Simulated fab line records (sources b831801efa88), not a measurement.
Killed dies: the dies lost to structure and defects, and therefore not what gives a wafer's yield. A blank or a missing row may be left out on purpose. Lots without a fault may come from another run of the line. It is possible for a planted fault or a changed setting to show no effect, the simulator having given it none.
Comparing a struck lot with a sound one | flow sky130 | 17 steps out of a route of 708
Sound: these wafers, L699.1, L699.4, L699.5. Struck: wafer L710.1. (L710.3 of the same lot was not struck and is left out.) The cause comes at the end.
Each step with rows lists, per side, the tool, then ch with its chambers, then its first start. Under that, the readings that differ: sound wafers | struck wafers | difference of the means | sigmas: that difference in standard deviations of wafers without a fault.
alike: readings whose means differ by less than 2 such deviations, and words and numbers that are the same on both sides. not compared: withheld readings, readings that some wafer has no value for, bounds like >300 that may hide the same value, and numbers for which the record gives no deviation and whose values overlap.
The two part at a step that has a row with sigmas, a row that says differs or no value, or rows on one side only. When numbers do not overlap yet have no deviation, they are printed without sigmas and do not part them. A reading that every wafer of one side lacks parts them only if that side has two wafers or more.

first, 3 steps without rows for these wafers: SKY_LI_CONTACT_EXPOSE_09 (exposes mask LICM1, target cd 170 nm); SKY_LI_CONTACT_PEB_10; SKY_LI_CONTACT_DEVELOP_11 (develop time 60 s).
SKY_LI_CONTACT_CD_MEAS_12 targets a cd of 170 nm.
  sound: cdSem-02 at day 31 22:35; struck: cdSem-01 at day 35 16:56
  alike: cdNm
SKY_LI_CONTACT_OVL_MEAS_13:
  sound: overlay-02 at day 31 22:43; struck: overlay-01 at day 35 17:04
  alike: LI_CONTACT_OVL
then, 1 step without rows for these wafers: SKY_LI_CONTACT_ETCH_14 (etches BARC in N2/H2, stops on SiO2, time 45.9 s, target depth 60 nm).
SKY_LI_CONTACT_ETCH_15: etches PSG in C4F8/O2/Ar, stops on Si, target depth 600 nm.
  sound on rieDiel-02 ch 0,1,2, day 31 22:47; struck on rieDiel-01 ch 0, day 35 17:08
  alike: chamberPressureMTorr, oesProductAu
SKY_LI_CONTACT_STRIP_16: strips in O2/N2.
  sound on plasmaAsher-03 ch 0, day 31 22:52; struck on plasmaAsher-02 ch 0, day 35 17:13
  alike: chamberPressureMTorr, drypumpMotorCurrentA, oesProductAu, stripTimeToEndpointS
  not compared: rfHoursCounterH
then, 2 steps without rows for these wafers: SKY_LI_CONTACT_CLEAN_17 (cleans in NMP, time 600 s); SKY_LI_CONTACT_PRE_CLEAN_18 (time 5.6 s).
SKY_LI_CONTACT_SPUTTER_19: material Ti, target thk 20 nm, time 106.37 s.
  sound: pvdSputter-04 at day 31 23:10; struck: pvdSputter-03 at day 35 17:31
  alike: throttleValvePct
SKY_LI_CONTACT_SPUTTER_20: material TiN, target thk 20 nm, time 80 s.
  sound: pvdSputter-04 at day 31 23:14; struck: pvdSputter-03 at day 35 17:35
  alike: throttleValvePct
SKY_LI_CONTACT_CVD_21: deposits W, target thk 400 nm, time 120.56 s.
  sound on cvdW-02 ch 0,1, day 31 23:18; struck on cvdW-01 ch 1, day 35 17:39
reading                                 | sound             | struck | difference | sigmas
heaterPowerOuterW (W)                   | 586 639 571       | 500    | -99        | -2
model.W_of_LI_CONTACT_CVD_21.thkNm (nm) | 408.9 400.2 412.5 | 163.7  | -243.5     | 
  alike: heaterPowerW
SKY_LI_CONTACT_RS_MEAS_22: measures by four-point-probe.
  sound: filmMetro-04 at day 31 23:26; struck: filmMetro-02 at day 35 18:14
reading                  | sound             | struck | difference | sigmas
LI_CONTACT_W_RS (ohm/sq) | 0.278 0.285 0.276 | 0.700  | +0.420     | +99 or more
  not compared: hold
SKY_LI_CONTACT_THK_MEAS_23: measures by xrf.
  sound: filmMetro-04 at day 31 23:33; struck: filmMetro-02 at day 35 23:20
reading               | sound       | struck | difference | sigmas
LI_CONTACT_W_THK (nm) | 421 412 425 | 165    | -254       | -42
  not compared: hold
SKY_LI_CONTACT_CMP_24: polishes, stops on PSG, t overpolish 20 s, target thk 0 nm.
  sound on cmp-01 ch 0,1,3, day 31 23:43; struck on cmp-02 ch 0, day 36 01:10
reading             | sound           | struck                  | difference                   | sigmas
hold                | - - -           | awaitDispo/1.6h/release | no value on the sound wafers | 
timeToEndpointS (s) | 101.4 97.3 95.6 | 38.6                    | -59.5                        | -21
  alike: motorCurrentA
SKY_LOCAL_INTERCONNECT_SPUTTER_00: material TiN, target thk 100 nm, time 83.3 s.
  sound: pvdSputter-03 at day 31 23:55; struck: pvdSputter-02 at day 36 01:25
  alike: throttleValvePct

WHERE THEY PART
Earliest at SKY_LI_CONTACT_CVD_21; latest, in this record, at SKY_LI_CONTACT_CMP_24. Later steps at which nothing parts them and some readings are alike: SKY_LOCAL_INTERCONNECT_SPUTTER_00.

WHY: the cause the simulator had injected
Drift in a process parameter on cvdW-01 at SKY_LI_CONTACT_CVD_21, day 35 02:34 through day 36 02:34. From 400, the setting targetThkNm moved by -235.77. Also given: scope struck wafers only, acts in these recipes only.
